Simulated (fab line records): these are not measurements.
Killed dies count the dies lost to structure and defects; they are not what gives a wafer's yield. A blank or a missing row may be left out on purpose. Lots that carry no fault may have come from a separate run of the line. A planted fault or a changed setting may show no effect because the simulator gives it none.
Chamber matching | flow gf180mcu | cmp-01 running GF_V2_CMP_26: 4 sister chambers
The step polishes, stops on SiO2, t overpolish 15 s, target thk 0 nm. 22 wafers are shown with their chamber, then 11 later ones without.

== EACH WAFER AND ITS CHAMBER ==
wafer  | chamber | motorCurrentA (A) | timeToEndpointS (s) | overpolishRunS (s)
L076.1 | 3       | 10.9              | 80                  | 14.999
L076.3 | 2       | 10.4              | 81                  | 14.991
L076.6 | 1       | 9.8               | 86                  | 15.008
L080.2 | 1       | 9.8               | 85                  | 15.016
L080.5 | 0       | 11.7              | 89                  | 14.999
L080.6 | 1       | 10.0              | 87                  | 14.994
L082.2 | 0       | 11.8              | 92                  | 15.010
L082.3 | 3       | 10.7              | 84                  | 14.986
L082.6 | 1       | 9.4               | 85                  | 15.002
L084.2 | 1       | 9.8               | 85                  | 14.983
L084.3 | 0       | 11.7              | 86                  | 14.989
L084.4 | 2       | 10.3              | 83                  | 15.006
L085.1 | 1       | 8.9               | 86                  | 14.993
L085.3 | 0       | 11.9              | 88                  | 14.994
L085.6 | 2       | 10.6              | 80                  | 15.010
L090.3 | 3       | 11.0              | 88                  | 15.000
L090.4 | 2       | 10.3              | 85                  | 14.991
L090.6 | 3       | 11.2              | 87                  | 14.997
L093.1 | 0       | 11.2              | 90                  | 14.999
L093.5 | 1       | 9.8               | 86                  | 15.004
L093.6 | 0       | 11.7              | 94                  | 14.994
L095.1 | 0       | 11.2              | 91                  | 15.013

SIGNATURES, as means of the wafers listed above
reading         | chamber 0 | chamber 1 | chamber 2 | chamber 3 | scatter within a chamber
motorCurrentA   | 11.600    | 9.643     | 10.400    | 10.950    | 0.289
timeToEndpointS | 90.00     | 85.71     | 82.25     | 84.75     | 2.34
overpolishRunS  | 14.99971  | 15.00000  | 14.99950  | 14.99550  | 0.00943
Rule: distance of a wafer from a chamber = root of the sum over the readings of ((wafer's reading minus chamber's mean) / reading's scatter) squared. If the next closest chamber is less than 2 further off than the closest, the wafer can't be placed; otherwise it belongs to the closest. The scatter: take each reading less its chamber's mean, square it, sum over the shown wafers, divide by the number of wafers less the number of chambers, and take the root.

== WAFERS WHOSE CHAMBER IS MISSING ==
wafer  | motorCurrentA (A) | timeToEndpointS (s) | overpolishRunS (s)
L095.4 | 9.1               | 87                  | 14.993
L095.6 | 11.2              | 88                  | 14.995
L094.1 | 10.7              | 94                  | 14.993
L094.4 | 11.3              | 89                  | 14.993
L094.5 | 10.9              | 87                  | 15.010
L096.3 | 9.5               | 85                  | 15.011
L096.4 | 11.4              | 85                  | 14.991
L096.6 | 11.5              | 87                  | 15.006
L097.2 | 10.5              | 82                  | 15.011
L097.5 | 11.1              | 83                  | 14.997
L097.6 | 11.5              | 86                  | 14.999

== THE CHAMBER EACH PASSED THROUGH ==
wafer  | from the rows above               | in truth
L095.4 | 1                                 | 1
L095.6 | can't be placed: 3 or 0           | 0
L094.1 | can't be placed: 0 or 3 or 1 or 2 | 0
L094.4 | can't be placed: 0 or 3           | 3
L094.5 | can't be placed: 3 or 2 or 0      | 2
L096.3 | 1                                 | 1
L096.4 | can't be placed: 3 or 0           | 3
L096.6 | can't be placed: 0 or 3           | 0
L097.2 | can't be placed: 2 or 3           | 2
L097.5 | can't be placed: 3 or 2           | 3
L097.6 | can't be placed: 0 or 3           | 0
Correctly placed: 2 of 11. Not placeable from these rows: 9 (in 9, the candidates include the true chamber). Wrongly placed: 0.
